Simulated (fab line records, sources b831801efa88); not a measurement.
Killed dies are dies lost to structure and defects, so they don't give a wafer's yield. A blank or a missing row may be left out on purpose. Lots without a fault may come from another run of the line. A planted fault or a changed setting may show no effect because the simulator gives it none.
Which tool did it? | flow sky130 | 12 lots, 36 wafers sampled, at 4 steps of a route of 708

WHAT THE GAUGES READ, wafer by wafer
SKY_LDD_HVP_TW_MEAS_10. Usual: LDD_HVP_TW 457, standard deviation 4.1.
lot  | measured     | on            | LDD_HVP_TW  | flag
L735 | day 21 11:34 | film_metro-01 | 453 452 455 |
L738 | day 23 15:14 | film_metro-03 | 454 454 453 |
L739 | day 24 00:59 | film_metro-04 | 461 466 464 |
L740 | day 24 10:56 | film_metro-03 | 448 451 451 |
L747 | day 26 06:59 | film_metro-01 | 455 456 453 |
L749 | day 27 09:01 | film_metro-03 | 454 456 456 |
L750 | day 27 16:29 | film_metro-03 | 458 458 459 |
L751 | day 27 21:11 | film_metro-03 | 457 458 459 |
L753 | day 28 01:14 | film_metro-01 | 459 459 459 |
L755 | day 28 23:41 | film_metro-01 | 458 457 458 |
L756 | day 29 10:26 | film_metro-03 | 456 456 456 |
L758 | day 29 15:20 | film_metro-04 | 461 460 461 |

SKY_SD_N_RS_MEAS_18: measures by four-point-probe. Usual: RES_XHIGH_RS 332.9 ohm/sq, standard deviation 1.1.
lot  | measured     | on            | RES_XHIGH_RS (ohm/sq) | flag
L735 | day 28 01:23 | film_metro-04 | 330.6 331.7 330.2     |
L738 | day 29 18:26 | film_metro-02 | 333.8 333.8 335.3     |
L739 | day 30 03:59 | film_metro-02 | 332.7 331.7 333.3     |
L740 | day 30 15:02 | film_metro-04 | 333.3 333.7 333.2     |
L747 | day 32 10:41 | film_metro-04 | 334.2 334.8 334.4     |
L749 | day 33 08:56 | film_metro-02 | 332.6 331.2 331.3     |
L750 | day 33 14:38 | film_metro-02 | 333.9 333.2 332.2     |
L751 | day 33 19:14 | film_metro-03 | 333.5 333.6 332.1     |
L753 | day 33 23:41 | film_metro-02 | 333.6 331.5 334.2     |
L755 | day 34 19:49 | film_metro-02 | 333.2 333.6 333.1     |
L756 | day 35 08:44 | film_metro-02 | 334.6 333.8 333.7     |
L758 | day 35 09:26 | film_metro-02 | 334.6 333.1 332.6     |

WHICH TOOL RAN EACH LOT (tool, then ch and the chambers of the sampled wafers, then the start)
lot  | SKY_LDD_LDN_STRIP_12                 | SKY_SD_N_STRIP_11
L735 | plasma_asher-02 ch 0,1, day 22 19:04 | plasma_asher-02 ch 0,1, day 28 00:46
L738 | plasma_asher-01 ch 0,1, day 24 21:16 | plasma_asher-01 ch 0,1, day 29 17:49
L739 | plasma_asher-02 ch 0,1, day 25 07:13 | plasma_asher-02 ch 0,1, day 30 03:22
L740 | plasma_asher-01 ch 0,1, day 25 17:01 | plasma_asher-01 ch 0,1, day 30 14:24
L747 | plasma_asher-04 ch 0,1, day 27 12:56 | plasma_asher-04 ch 0,1, day 32 10:03
L749 | plasma_asher-04 ch 0,1, day 28 14:23 | plasma_asher-01 ch 0,1, day 33 08:19
L750 | plasma_asher-04 ch 0,1, day 28 21:40 | plasma_asher-01 ch 0,1, day 33 14:01
L751 | plasma_asher-01 ch 0,1, day 29 01:44 | plasma_asher-01 ch 1, day 33 18:35
L753 | plasma_asher-02 ch 0,1, day 29 05:01 | plasma_asher-01 ch 0,1, day 33 23:04
L755 | plasma_asher-02 ch 0,1, day 30 04:08 | plasma_asher-01 ch 0,1, day 34 19:11
L756 | plasma_asher-02 ch 0,1, day 30 14:53 | plasma_asher-04 ch 0,1, day 35 08:06
L758 | plasma_asher-01 ch 0,1, day 30 19:20 | plasma_asher-02 ch 0,1, day 35 08:47
- SKY_LDD_LDN_STRIP_12: strips in O2/N2.
- SKY_SD_N_STRIP_11: strips in O2/N2.

WHAT THE TOOLS THEMSELVES READ (means of the sampled wafers that have a number; where no wafer has one, the mark that the record gives instead)
SKY_LDD_LDN_STRIP_12. Usual: chamber_pressure_mTorr 1499.8 mTorr, standard deviation 1.3; drypump_motor_current_A 5.76 A, standard deviation 0.13; oes_product_au 0.715 a.u., standard deviation 0.0044; strip_time_to_endpoint_s 14.20 s, standard deviation 0.046.
lot  | tool            | chamber_pressure_mTorr (mTorr) | drypump_motor_current_A (A) | oes_product_au (a.u.) | strip_time_to_endpoint_s (s) | flag
L735 | plasma_asher-02 | 1498.6                         | 5.64                        | 0.715                 | 14.20                        |
L738 | plasma_asher-01 | 1500.5                         | 5.78                        | 0.718                 | 14.20                        |
L739 | plasma_asher-02 | 1499.7                         | 5.77                        | 0.716                 | 14.20                        |
L740 | plasma_asher-01 | 1500.6                         | 5.82                        | 0.713                 | 14.21                        |
L747 | plasma_asher-04 | 1500.6                         | 5.75                        | 0.717                 | 14.25                        |
L749 | plasma_asher-04 | 1499.8                         | 5.76                        | 0.712                 | 14.21                        |
L750 | plasma_asher-04 | 1498.5                         | 5.74                        | 0.713                 | 14.19                        |
L751 | plasma_asher-01 | 1499.3                         | 5.80                        | 0.713                 | 14.19                        |
L753 | plasma_asher-02 | 1499.0                         | 5.78                        | 0.714                 | 14.23                        |
L755 | plasma_asher-02 | 1499.6                         | 5.65                        | 0.716                 | 14.15                        |
L756 | plasma_asher-02 | 1500.5                         | 5.79                        | 0.716                 | 14.20                        |
L758 | plasma_asher-01 | 1500.9                         | 5.82                        | 0.713                 | 14.23                        |

SKY_SD_N_STRIP_11. Usual: chamber_pressure_mTorr 1500.2 mTorr, standard deviation 1.4; drypump_motor_current_A 5.76 A, standard deviation 0.12; oes_product_au 0.527 a.u., standard deviation 0.0045; strip_time_to_endpoint_s 22.55 s, standard deviation 0.044.
lot  | tool            | chamber_pressure_mTorr (mTorr) | drypump_motor_current_A (A) | oes_product_au (a.u.) | strip_time_to_endpoint_s (s) | flag
L735 | plasma_asher-02 | 1499.2                         | 5.67                        | 0.531                 | 22.55                        |
L738 | plasma_asher-01 | -                              | -                           | -                     | -                            | OFF
L739 | plasma_asher-02 | -                              | -                           | -                     | -                            | OFF
L740 | plasma_asher-01 | -                              | -                           | -                     | -                            | OFF
L747 | plasma_asher-04 | 1499.1                         | 5.75                        | 0.527                 | 22.55                        |
L749 | plasma_asher-01 | 1499.3                         | 5.82                        | 0.530                 | 22.59                        |
L750 | plasma_asher-01 | 1500.0                         | 5.80                        | 0.526                 | 22.56                        |
L751 | plasma_asher-01 | 1500.2                         | 5.77                        | 0.530                 | 22.60                        |
L753 | plasma_asher-01 | 1500.3                         | 5.79                        | 0.524                 | 22.53                        |
L755 | plasma_asher-01 | 1500.0                         | 5.81                        | 0.526                 | 22.60                        |
L756 | plasma_asher-04 | 1500.2                         | 5.75                        | 0.531                 | 22.48                        |
L758 | plasma_asher-02 | 1499.8                         | 5.68                        | 0.524                 | 22.65                        |

THE ANSWER, worked out from the rows above alone
Rule: a lot is off if the mean of its wafers that have a number lies more than 3 standard deviations from the usual mean. A lot without any number at a reading at which 4 lots or more have one is off too. The other lots that the step has rows for count as sound. The gauges are gone through in route order, then the tools' own readings, and for those a lot's mean is taken as printed above. The first step at which some lot is off is used, and at that step the reading that is off furthest; a lot without a number counts as furthest.
Off: L738, L739, L740, at SKY_SD_N_STRIP_11 (chamber_pressure_mTorr). Without a number there: L738, L739, L740.
A tool fits if, at that step or a process step before it, it ran every lot that is off, and no sound lot after the first of them. None of those tried fits.

WHAT THE SIMULATOR HAD PUT IN
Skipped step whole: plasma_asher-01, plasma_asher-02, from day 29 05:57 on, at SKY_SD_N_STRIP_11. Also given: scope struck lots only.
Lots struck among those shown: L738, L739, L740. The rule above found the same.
